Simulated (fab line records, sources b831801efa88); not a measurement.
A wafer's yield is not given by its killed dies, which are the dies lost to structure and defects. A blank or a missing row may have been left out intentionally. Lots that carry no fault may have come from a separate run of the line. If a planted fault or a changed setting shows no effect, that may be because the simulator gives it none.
Which tool is to blame?	flow gf180mcu	7 lots, 21 wafers sampled, at 1 step of a route of 602

== WHAT THE GAUGES READ, wafer by wafer ==
GF_NWELL_TW_MEAS_11.
lot	measured	on	NWELL_TW
L770	day 3 13:14	film-metro-02	1575 1585 1580
L773	day 4 05:17	film-metro-04	1588 1576 1589
L775	day 4 15:32	film-metro-02	1600 1583 1581
L778	day 5 08:32	film-metro-02	1574 1577 1586
L781	day 6 01:55	film-metro-01	1571 1574 1567
L784	day 6 17:53	film-metro-02	1576 1579 1580
L788	day 7 15:43	film-metro-04	1596 1587 1585

== WHAT TOOL EACH LOT RAN ON (gives the tool, then ch and the chambers of the sampled wafers, and finally the start) ==
The record holds no process step before these readings.

== THE ANSWER, worked out from the rows above alone ==
Rule: what is usual is taken from the lots themselves. Put in order of their means at a reading, lots are off if they are a third of the lots or fewer, leave a main group of 4 or more, and stand apart from it by a gap of 3 or more times the standard deviation of the main group's means; of several such gaps the widest counts. A main group whose means are all the same, to the digits that the tables above print for the reading, isn't used. Also off: a lot with no number at a reading for which 4 or more lots have one. The other lots that the step has rows for count as sound.
Across all readings shown, no lot is off: no conclusion can be drawn from this.

== WHAT THE SIMULATOR PUT IN ==
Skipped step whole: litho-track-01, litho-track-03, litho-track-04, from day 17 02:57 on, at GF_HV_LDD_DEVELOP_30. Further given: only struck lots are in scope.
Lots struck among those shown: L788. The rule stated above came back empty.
